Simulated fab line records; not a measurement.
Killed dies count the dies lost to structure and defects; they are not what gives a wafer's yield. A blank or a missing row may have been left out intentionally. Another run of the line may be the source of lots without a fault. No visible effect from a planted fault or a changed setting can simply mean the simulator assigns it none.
What tool caused it?	flow sky130	11 lots, 32 wafers sampled, at 3 steps of a route of 708

== WHAT THE GAUGES READ, wafer by wafer ==
SKY_METAL3_CD_MEAS_13 targets a cd of 300 nm. Usual: 300.1 nm for cd-nm, sd 1.4.
lot	measured	on	cd-nm (nm)	flag
L447	day 39 10:23	cd-sem-02	298.5 300.3 300.8	
L448	day 39 13:17	cd-sem-01	301.2 301.3 300.2	
L450	day 40 05:35	cd-sem-01	301.5 300.0 301.5	
L451	day 40 11:41	cd-sem-02	299.8 301.2 300.3	
L454	day 41 00:53	cd-sem-02	301.6 301.0 301.8	
L457	day 41 21:49	cd-sem-02	299.5 298.8 299.4	
L458	day 42 09:31	cd-sem-01	299.1 299.6 300.1	
L462	day 43 12:02	cd-sem-01	298.8 299.7 299.7	
L463	day 43 16:22	cd-sem-01	300.8 300.4 300.5	
L464	day 43 19:20	cd-sem-02	300.9 301.0	
L468	day 45 01:17	cd-sem-01	299.5 300.3 299.3	

SKY_VIA4_BOW_MEAS_03. Usual: VIA4_BOW 79 um, standard deviation 9.1.
lot	measured	on	VIA4_BOW (um)	flag
L447	day 42 15:01	film-metro-01	65 78 85	
L448	day 42 19:26	film-metro-03	74 76 70	
L450	day 43 10:37	film-metro-01	83 83 72	
L451	day 43 16:08	film-metro-01	91 83 73	
L454	day 44 05:05	film-metro-03	75 69 70	
L457	day 45 01:10	film-metro-01	76 83 64	
L458	day 45 12:34	film-metro-02	84 84 77	
L462	day 46 10:49	film-metro-01	67 81 76 - - -	
L463	day 46 15:31	film-metro-01	63 75 59 - - -	
L464	day 46 17:26	film-metro-01	76 89 - -	
L468	day 47 21:16	film-metro-02	69 77 73	

== EACH LOT AND THE TOOL THAT RAN IT (in order: tool; ch and the chambers of the sampled wafers; start) ==
lot	SKY_VIA4_CMP_02
L447	cmp-02 ch 0,3, day 42 14:40
L448	cmp-02 ch 0,1, day 42 19:06
L450	cmp-01 ch 1,2,3, day 43 10:25
L451	cmp-02 ch 0,1,2, day 43 15:50
L454	cmp-01 ch 0,1, day 44 04:46
L457	cmp-01 ch 0,2,3, day 45 00:52
L458	cmp-02 ch 0,2,3, day 45 12:14
L462	cmp-02 ch 0,1,2, day 46 10:28
L463	cmp-02 ch 0,2,3, day 46 15:12
L464	cmp-02 ch 2,3, day 46 17:08
L468	cmp-01 ch 1,2,3, day 47 20:59
- SKY_VIA4_CMP_02: polishes SiO2.

== WHAT THE TOOLS THEMSELVES READ (means of the sampled wafers that have a number; where no wafer has one, the mark that the record gives instead) ==
SKY_VIA4_CMP_02. Usual: 12.5 A for motor-current-A, sd 1.4.
lot	tool	motor-current-A (A)	flag
L447	cmp-02	14.9	
L448	cmp-02	12.0	
L450	cmp-01	11.2	
L451	cmp-02	12.6	
L454	cmp-01	12.2	
L457	cmp-01	11.3	
L458	cmp-02	13.8	
L462	cmp-02	12.6	
L463	cmp-02	13.9	
L464	cmp-02	14.3	
L468	cmp-01	11.0	

== THE ANSWER, worked out from the rows above alone ==
Rule: take the mean of a lot's wafers that have a number; if it is more than 3 standard deviations from the usual mean, the lot is off. Also off: a lot with no number at a reading for which 4 or more lots have one. All remaining lots with rows at the step are treated as sound. After the gauges, taken in route order, come the tools' own readings; for these a lot's mean is taken, as printed above. At the first step where some lot is off, the reading lying furthest off is the one used; lots without a number count as furthest.
No lot is off on any of the readings shown, so nothing can be concluded from this.

== WHAT THE SIMULATOR HAD PUT IN ==
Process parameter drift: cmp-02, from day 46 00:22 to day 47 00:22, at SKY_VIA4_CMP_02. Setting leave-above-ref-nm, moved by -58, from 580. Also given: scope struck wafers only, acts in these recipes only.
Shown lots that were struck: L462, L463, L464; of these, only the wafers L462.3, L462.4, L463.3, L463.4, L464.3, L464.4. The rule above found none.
